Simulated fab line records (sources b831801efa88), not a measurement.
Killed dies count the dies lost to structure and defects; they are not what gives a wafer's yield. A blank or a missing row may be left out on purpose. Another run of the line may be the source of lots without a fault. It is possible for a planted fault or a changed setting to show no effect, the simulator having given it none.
One fault seen from 2 desks    flow gf180mcu    only its own numbers are on each desk; what lay behind them is given at the end

== FROM THE METROLOGY DESK ==
Lot by lot, what the gauges showed, no matter which tool ran the lot: averages of those sampled wafers that carry a number. The brackets show how far a lot's mean lies from the usual mean; more than 4 standard deviations puts the lot out of limits, marked OUT.
Columns: A = cd-nm at GF_HV_LDD_CD_MEAS_31, usual 399.9 nm; B = HV_LDD_02_OVL at GF_HV_LDD_OVL_MEAS_32, usual 0.6 nm; C = HV_LDD_3_TW at GF_HV_LDD_TW_MEAS_38, usual 1432
lot   first seen here  A      B     C
L308  day 12 09:55     402.7  2.4   1416
L309  day 12 19:43     398.0  0.9   1437
L323  day 17 08:10     400.4  3.2   1420
L324  day 17 17:45     400.1  1.7   1435
L328  day 18 19:05     398.2  -0.2  1442
L329  day 19 10:40     400.4  -0.6  1448
Finding of this desk: none of the 6 lots has anything out of limits.

== AT THE TOOL OWNER'S DESK: iline-stepper-01 ==
The tool's own readings at GF_HV_LDD_EXPOSE_43 (exposes mask Pplus HV AREA, target cd 400 nm): means of the sampled wafers that have a number, for each lot that ran on this tool. The brackets show how far a lot's mean lies from the usual mean; more than 4 standard deviations puts the lot out of limits, marked OUT.
Columns: A = exposure-dose-mJ-cm2 at GF_HV_LDD_EXPOSE_43, usual 140.01; B = focus-offset-nm at GF_HV_LDD_EXPOSE_43, usual 0.1 nm
lot   first seen here  A       B
L328  day 19 08:44     139.89  0.5
L329  day 19 23:32     139.98  0.0
Finding of this desk: none of the 2 lots has anything out of limits.

== PUT TOGETHER ==
Nothing out of limits was seen by the metrology desk.
The tool owner's desk saw nothing out of limits.

== WHAT WAS PUT IN BY THE SIMULATOR ==
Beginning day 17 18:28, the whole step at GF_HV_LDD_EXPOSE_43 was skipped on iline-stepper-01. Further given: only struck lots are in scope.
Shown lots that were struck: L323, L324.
